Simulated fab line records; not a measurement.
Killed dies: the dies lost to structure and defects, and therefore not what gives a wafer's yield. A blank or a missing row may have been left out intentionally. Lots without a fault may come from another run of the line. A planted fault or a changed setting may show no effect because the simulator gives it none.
fab line records | flow gf180mcu | part 2 of 2: steps 27 to 36 of 36
[record] lots = 5 | wafers = 15 | last-day = 34
route steps=602 shown M4@465 V4@476
lots untouched by any fault: they come from a run of this same line in which no faults occurred
start-h: the number of hours between the record's first day and the start of the first shown wafer of the lot | wait-h: hours elapsed since this lot's preceding step | " identical to the entry in the row above | L1.1+2: a single row standing in for several wafers | - value missing, or start not given | * or withheld: withheld | < > ~ a bound
route shown NAME@n: NAME is a module with steps in the file, n the number in the route of the first one | usual: mean/standard deviation of fault-free wafers | same: alike in all rows | chamber/n: place in a boat | sites: each site's reading | _std_site: standard deviation across them | _edge_site: the outer-site mean with the inner-site mean subtracted | radius-mm: for every site, how far away it sits from the centre of the wafer | mask NAME#n: copy n | behind: tool/chamber where the wafer was last shaped | hold: why the lot was held/for how many hours/how that ended | device: the n, p or np transistor that did not switch | end of line: the same wafers' tests at the end of the route | a step given without rows: its recipe and nothing more | killed: at the first sort, the dies lost to defects and structure; wafer yield is something else | map: the dies of a wafer, with x for killed, . for not killed, _ for no die there
set.NAME: the run value of the setting; set.NAME@STEP: its run value at that earlier step | model.NAME: the simulator's own value behind a step, which no gauge read
certain route steps with their lots: each step a table, each wafer a row
services: the hour from which a tool's chamber was out of use, counted from the record's first day as start-h (under 0 if before that day), plus the number of hours and why
[[steps]]
[step GF_V4_OVL_MEAS_15]
[usual] V4_OVL = 1/4.9
lot.wafer | tool       | chamber | start-h | wait-h | V4_OVL[nm]
L078.1    | overlay-01 | -       | 593.72  | 0.1    | 4
L078.4    | "          | -       | "       | "      | -7
L078.6    | "          | -       | "       | "      | -4
L082.2    | overlay-02 | -       | 634.67  | 0.1    | -8
L082.4    | "          | -       | "       | "      | -5
L082.5    | "          | -       | "       | "      | 0
L083.1    | overlay-01 | -       | 637.62  | 0.1    | -4
L083.4    | "          | -       | "       | "      | 1
L083.5    | "          | -       | "       | "      | -2
L087.2    | overlay-02 | -       | 663.02  | 0.1    | -4
L087.4    | "          | -       | "       | "      | -4
L087.5    | "          | -       | "       | "      | 1
L095.2    | overlay-01 | -       | 716.97  | 0.1    | 3
L095.3    | "          | -       | "       | "      | 2
L095.6    | "          | -       | "       | "      | 8
[step GF_V4_ETCH_16]
[recipe] chemistry = N2/H2 | target-depth-a = withheld | overetch-a = withheld | time-s = withheld | target = BARC | ion-energy-ev = 200 | source-w = 500 | bias-w = 100 | pressure-mtorr = 30 | n2-flow-sccm = 100 | h2-flow-sccm = 200
[usual] drypump-motor-current-A = 5.6/0.38 | oes-product-au = 0.854/0.0046 | throttle-valve-pct = 13.225/0.0088
lot.wafer | tool        | chamber | start-h | wait-h | drypump-motor-current-A | oes-product-au | throttle-valve-pct
L078.1    | rie-diel-04 | 2       | 593.75  | 0.0    | 6.5                     | 0.850          | 13.232
L078.4    | "           | 1       | "       | "      | 5.5                     | 0.861          | 13.230
L078.6    | "           | 1       | "       | "      | 5.5                     | 0.851          | 13.229
L082.2    | rie-diel-04 | 2       | 634.70  | 0.0    | 6.5                     | 0.854          | 13.222
L082.4    | "           | 1       | "       | "      | 5.5                     | 0.847          | 13.216
L082.5    | "           | 2       | "       | "      | 6.5                     | 0.859          | 13.213
L083.1    | rie-diel-02 | 2       | 637.66  | 0.0    | 5.4                     | 0.849          | 13.208
L083.4    | "           | 0       | "       | "      | 5.5                     | 0.857          | 13.238
L083.5    | "           | 2       | "       | "      | 5.4                     | 0.851          | 13.223
L087.2    | rie-diel-04 | 1       | 663.05  | 0.0    | 5.5                     | 0.857          | 13.226
L087.4    | "           | 3       | "       | "      | 5.3                     | 0.856          | 13.228
L087.5    | "           | 3       | "       | "      | 5.3                     | 0.852          | 13.226
L095.2    | rie-diel-01 | 2       | 717.00  | 0.0    | 5.5                     | 0.846          | 13.235
L095.3    | "           | 0       | "       | "      | 5.9                     | 0.849          | 13.213
L095.6    | "           | 3       | "       | "      | 5.4                     | 0.847          | 13.236
[step GF_V4_ETCH_17]
[recipe] chemistry = C4F8/O2/Ar | mask-material = KrF | target = SiO2 | stop-on = TiN | source-w = 1500 | bias-w = 1200 | pressure-mtorr = 40 | c4f8-flow-sccm = withheld | O2_flow_sccm = 6 | Ar_flow_sccm = 300 | time-s = withheld | target-depth-a = 6300
[usual] oes-product-au = 0.855/0.0051
lot.wafer | tool        | chamber | start-h | wait-h | oes-product-au
L078.1    | rie-diel-04 | 2       | -       | -      | 0.848
L078.4    | "           | 1       | "       | "      | 0.855
L078.6    | "           | 1       | "       | "      | 0.852
L082.2    | rie-diel-04 | 2       | -       | -      | 0.850
L082.4    | "           | 1       | "       | "      | 0.847
L082.5    | "           | 2       | "       | "      | 0.841
L083.1    | rie-diel-02 | 2       | -       | -      | 0.855
L083.4    | "           | 0       | "       | "      | 0.857
L083.5    | "           | 2       | "       | "      | 0.863
L087.2    | rie-diel-04 | 1       | -       | -      | 0.854
L087.4    | "           | 3       | "       | "      | 0.844
L087.5    | "           | 3       | "       | "      | 0.858
L095.2    | rie-diel-01 | 2       | -       | -      | 0.856
L095.3    | "           | 0       | "       | "      | 0.862
L095.6    | "           | 3       | "       | "      | 0.852
[step GF_V4_STRIP_18]
[recipe] chemistry = O2/N2 | power-w = 1400 | pressure-mtorr = 1500 | platen-temp-c = 250 | o2-flow-sccm = 3000 | n2-flow-sccm = 300 | overash-fraction = 0.5
[usual] drypump-motor-current-A = 5.5/0.3 | heater-power-w = 353/48 | oes-product-au = 0.599/0.005
lot.wafer | tool            | chamber | start-h | wait-h | drypump-motor-current-A | heater-power-w | oes-product-au | rf-hours-counter-h
L078.1    | plasma-asher-02 | 1       | 593.88  | -      | 5.3                     | 356            | 0.599          | 97
L078.4    | "               | 1       | "       | "      | 5.3                     | 361            | 0.590          | -
L078.6    | "               | 0       | "       | "      | 6.2                     | 356            | 0.603          | -
L082.2    | plasma-asher-02 | 1       | 634.83  | -      | 5.3                     | 358            | 0.592          | 102
L082.4    | "               | 1       | "       | "      | 5.3                     | 364            | 0.602          | -
L082.5    | "               | 1       | "       | "      | 5.3                     | 367            | 0.606          | -
L083.1    | plasma-asher-02 | 1       | 637.79  | -      | 5.3                     | 357            | 0.603          | 103
L083.4    | "               | 0       | "       | "      | 6.2                     | 371            | 0.607          | -
L083.5    | "               | 0       | "       | "      | 6.2                     | 365            | 0.605          | -
L087.2    | plasma-asher-01 | 1       | 663.18  | -      | 5.2                     | 353            | 0.601          | 57
L087.4    | "               | 0       | "       | "      | 5.4                     | 336            | 0.594          | -
L087.5    | "               | 1       | "       | "      | 5.1                     | 360            | 0.598          | -
L095.2    | plasma-asher-01 | 0       | 717.13  | -      | 5.4                     | 336            | 0.599          | 63
L095.3    | "               | 0       | "       | "      | 5.4                     | 338            | 0.592          | -
L095.6    | "               | 0       | "       | "      | 5.4                     | 338            | 0.594          | -
[step GF_V4_STRIP_19]
[recipe] chemistry = post-etch-residue-remover | time-s = 1200 | temp-c = 72.5
lot.wafer  | tool         | chamber | start-h | wait-h
L078.1+4+6 | wet-bench-04 | 3       | 593.98  | 0.1
L082.2+4+5 | wet-bench-04 | 1       | 635.03  | 0.2
L083.1+4+5 | wet-bench-03 | 2       | 637.89  | 0.1
L087.2+4+5 | wet-bench-02 | 0       | 663.28  | 0.1
L095.2+3+6 | wet-bench-03 | 2       | 717.23  | 0.1
[step GF_V4_CLEAN_20]
[recipe] chemistry = DIW | dry = n2-spin
lot.wafer  | tool         | chamber | start-h | wait-h
L078.1+4+6 | wet-bench-04 | 1       | 594.33  | 0.0
L082.2+4+5 | wet-bench-03 | 2       | 635.78  | 0.0
L083.1+4+5 | wet-bench-04 | 3       | 638.26  | 0.0
L087.2+4+5 | wet-bench-04 | 0       | 663.62  | 0.0
L095.2+3+6 | wet-bench-04 | 2       | 717.58  | 0.0
[step GF_V4_SPUTTER_21]
[recipe] material = Ti | target-thk-nm = 15 | chamber-pressure-pa = 5 | power-w = 2500 | substrate-temp-c = 200 | time-s = 80.02
[usual] throttle-valve-pct = 29.7/1.1
lot.wafer | tool           | chamber | start-h | wait-h | throttle-valve-pct
L078.1    | pvd-sputter-01 | -       | 594.42  | 0.0    | 30.7
L078.4    | "              | -       | "       | "      | 31.8
L078.6    | "              | -       | "       | "      | 31.5
L082.2    | pvd-sputter-03 | -       | 635.88  | 0.0    | 30.3
L082.4    | "              | -       | "       | "      | 30.9
L082.5    | "              | -       | "       | "      | 30.2
L083.1    | pvd-sputter-01 | -       | 638.46  | 0.0    | 29.3
L083.4    | "              | -       | "       | "      | 30.9
L083.5    | "              | -       | "       | "      | 29.3
L087.2    | pvd-sputter-04 | -       | 663.72  | 0.0    | 28.8
L087.4    | "              | -       | "       | "      | 28.1
L087.5    | "              | -       | "       | "      | 28.7
L095.2    | pvd-sputter-04 | -       | 717.67  | 0.0    | 29.7
L095.3    | "              | -       | "       | "      | 28.6
L095.6    | "              | -       | "       | "      | 29.8
[step GF_V4_SPUTTER_22]
[recipe] material = TiN | target-thk-nm = 10 | chamber-pressure-pa = 5 | power-w = 4000 | time-s = 40
[usual] throttle-valve-pct = 29.7/1.1
lot.wafer | tool           | chamber | start-h | wait-h | throttle-valve-pct
L078.1    | pvd-sputter-01 | -       | 594.48  | 0.0    | 31.0
L078.4    | "              | -       | "       | "      | 31.9
L078.6    | "              | -       | "       | "      | 31.6
L082.2    | pvd-sputter-03 | -       | 635.94  | 0.0    | 30.4
L082.4    | "              | -       | "       | "      | 31.0
L082.5    | "              | -       | "       | "      | 29.9
L083.1    | pvd-sputter-01 | -       | 638.52  | 0.0    | 29.3
L083.4    | "              | -       | "       | "      | 31.1
L083.5    | "              | -       | "       | "      | 29.5
L087.2    | pvd-sputter-04 | -       | 663.78  | 0.0    | 28.8
L087.4    | "              | -       | "       | "      | 28.1
L087.5    | "              | -       | "       | "      | 28.4
L095.2    | pvd-sputter-04 | -       | 717.73  | 0.0    | 30.2
L095.3    | "              | -       | "       | "      | 28.9
L095.6    | "              | -       | "       | "      | 30.0
[step GF_V4_CVD_23]
[recipe] material = W | target-thk-nm = 350 | time-s = 104.9 | temp-c = 400 | pressure-torr = 40
[usual] heater-power-w = 884/150
lot.wafer | tool     | chamber | start-h | wait-h | heater-power-w
L078.1    | cvd-w-02 | 1       | 594.52  | 0.0    | 1076
L078.4    | "        | 0       | "       | "      | 715
L078.6    | "        | 0       | "       | "      | 724
L082.2    | cvd-w-01 | 0       | 635.98  | 0.0    | 972
L082.4    | "        | 1       | "       | "      | 788
L082.5    | "        | 1       | "       | "      | 770
L083.1    | cvd-w-01 | 1       | 638.56  | 0.0    | 758
L083.4    | "        | 0       | "       | "      | 975
L083.5    | "        | 1       | "       | "      | 768
L087.2    | cvd-w-02 | 1       | 663.82  | 0.0    | 1080
L087.4    | "        | 0       | "       | "      | 715
L087.5    | "        | 0       | "       | "      | 736
L095.2    | cvd-w-02 | 0       | 717.77  | 0.0    | 724
L095.3    | "        | 1       | "       | "      | 1043
L095.6    | "        | 0       | "       | "      | 731
[step GF_V4_RS_MEAS_24]
[recipe] thk-meas-gauge = four-point-probe | reads = W_of_V4_CVD_23+TiN_of_V4_SPUTTER_22+Ti_of_V4_SPUTTER_21
[usual] V4_W_RS = 0.3309/0.0028
lot.wafer | tool          | chamber | start-h | wait-h | V4_W_RS[ohm/sq]
L078.1    | film-metro-02 | -       | 594.63  | 0.1    | 0.3301
L078.4    | "             | -       | "       | "      | 0.3249
L078.6    | "             | -       | "       | "      | 0.3291
L082.2    | film-metro-03 | -       | 636.14  | 0.1    | 0.3325
L082.4    | "             | -       | "       | "      | 0.3334
L082.5    | "             | -       | "       | "      | 0.3303
L083.1    | film-metro-01 | -       | 638.67  | 0.1    | 0.3331
L083.4    | "             | -       | "       | "      | 0.3284
L083.5    | "             | -       | "       | "      | 0.3301
L087.2    | film-metro-03 | -       | 663.95  | 0.1    | 0.3326
L087.4    | "             | -       | "       | "      | 0.3356
L087.5    | "             | -       | "       | "      | 0.3328
L095.2    | film-metro-01 | -       | 717.90  | 0.1    | 0.3307
L095.3    | "             | -       | "       | "      | 0.3313
L095.6    | "             | -       | "       | "      | 0.3259
[[services]]
tool            | chamber | start-h | hours | kind
krf-scanner-02  | -       | 539.87  | 2.0   | repair
rie-diel-04     | -       | 548.37  | 0.7   | repair
wet-bench-01    | -       | 552.97  | 4.4   | pm
krf-scanner-02  | -       | 555.59  | 1.3   | pm
pecvd-04        | 2       | 563.13  | 5.3   | repair
cvd-w-02        | 1       | 564.72  | 4.3   | repair
cmp-02          | -       | 572.05  | 4.0   | pm
cmp-02          | -       | 580.58  | 2.2   | repair
pvd-sputter-01  | -       | 596.98  | 2.5   | repair
plasma-asher-02 | -       | 597.09  | 2.2   | repair
krf-scanner-02  | -       | 598.05  | 2.5   | repair
cmp-02          | -       | 604.88  | 1.7   | repair
krf-scanner-01  | -       | 617.81  | 0.8   | pm
cmp-02          | -       | 619.04  | 0.2   | repair
krf-scanner-01  | -       | 629.43  | 1.3   | pm
krf-scanner-01  | -       | 646.98  | 4.8   | repair
krf-scanner-01  | -       | 653.12  | 1.0   | pm
krf-scanner-02  | -       | 662.33  | 1.0   | pm
krf-scanner-02  | -       | 670.51  | 0.2   | repair
krf-scanner-02  | -       | 678.04  | 0.8   | pm
krf-scanner-02  | -       | 691.91  | 0.5   | repair
cmp-02          | -       | 692.12  | 4.8   | repair
hdpcvd-02       | 1       | 698.60  | 4.3   | repair
wet-bench-01    | -       | 700.07  | 3.3   | repair
